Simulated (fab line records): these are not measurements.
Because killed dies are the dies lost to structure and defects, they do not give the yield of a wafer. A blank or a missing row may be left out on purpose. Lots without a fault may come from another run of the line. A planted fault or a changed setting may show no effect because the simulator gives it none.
Problem report in the 8D (eight disciplines) form, filled by code ; flow sky130 ; the parts of the form that need people (team, actions taken, sign-off) are left out

## 1. THE ISSUE
Wafers without a fault read 15, standard deviation 4.6; killed at front end at SKY_PAD_OPEN_PROBE_99 reads a mean of 425 on 5 wafers belonging to 2 lots. Measured from the usual mean, that is +89 standard deviations.
First seen on wafer L906.1, day 47 22:23, on prober-01. At this step, 6 wafers from 2 lots have a number in the record. The rule behind "out" and "out of limits": a value lying over 4 standard deviations away from the usual mean. The other wafers with a number count as sound.

## 2. WHAT THIS IS AND IS NOT
question;is;is not
which readings at this step;killed at front end, killed dies, killed on rim;killed_at_M4_up, killed at contacts, killed at other, killed short
which lots;L906, L908;-
which wafers of those lots;L906.1, L906.6, L908.1, L908.2, L908.6;L906.3
read on which tools;prober-01;-
when;from day 47 22:23;"up to then (0 sound wafers); but 1 sound wafer of L906 came after"

## 3. WHAT RULES OUT EACH SUSPECT
Counting: if a tool at a process step up to the reading ran every lot that is out, it stays a suspect. Sound lots after the first of them don't rule it out here, since some wafers of a struck lot are sound.
- litho track-03 at SKY_NWELL_DEVELOP_09 (develop time 60 s): kept. It ran every lot that is out, first L906 (day 6 10:00).
- prober-01 at SKY_PAD_OPEN_PROBE_99: kept. It ran every lot that is out, first L906 (day 47 22:23). On those wafers its own readings are out: killed at front end, killed dies, killed on rim.
After counting, litho track-03 at SKY_NWELL_DEVELOP_09 and prober-01 at SKY_PAD_OPEN_PROBE_99 remain.

## 4. THE CAUSE (what the simulator had put in)
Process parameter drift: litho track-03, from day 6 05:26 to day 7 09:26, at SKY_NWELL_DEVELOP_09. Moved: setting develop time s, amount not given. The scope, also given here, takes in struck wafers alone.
Counting left 2 suspects, and this tool is among them.

## 5. THE CHAIN OF EFFECTS, in route order
One row per reading whose mean, taken over the struck wafers that have a number, lies over 3 standard deviations from the usual. Only readings whose record carries a usual standard deviation are examined. hours: median over the lots of the time between each lot's start at the first step of this table that gives one and its start at this step. sigmas: the change, counted in usual standard deviations.
hours;step;reading;usual;on struck wafers;change;sigmas
0;SKY_PAD_OPEN_PROBE_99;killed at front end;15;425;+410;+89
0;SKY_PAD_OPEN_PROBE_99;killed dies;85;492;+407;+41
0;SKY_PAD_OPEN_PROBE_99;killed on rim;17;96;+79;+19
Process steps it contains:
- SKY_PAD_OPEN_PROBE_99
Readings that are blank on the struck wafers while sound wafers have them: NWELL_00_OVL at SKY_NWELL_OVL_MEAS_10.

## 6. WHAT WOULD HAVE CAUGHT IT SOONER
First out-of-limits reading in this record: day 47 22:23, which is 1001 hours after fault onset at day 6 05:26.
Between SKY_NWELL_DEVELOP_09 and SKY_PAD_OPEN_PROBE_99, SKY_NWELL_OVL_MEAS_10 gave no NWELL_00_OVL on the struck wafers, where sound wafers have one: a measuring or inspecting step that comes back empty is itself a sign.
An alarm limit of 4 standard deviations would not have fired on the tool readings at SKY_NWELL_DEVELOP_09 for which the record gives a usual standard deviation, since none of them was out on any struck wafer.
Each of the lots that are out, 2 in all, had begun SKY_NWELL_DEVELOP_09 on litho track-03 no later than day 47 22:23. Had the tool been put on hold then, not one of them would have been saved.
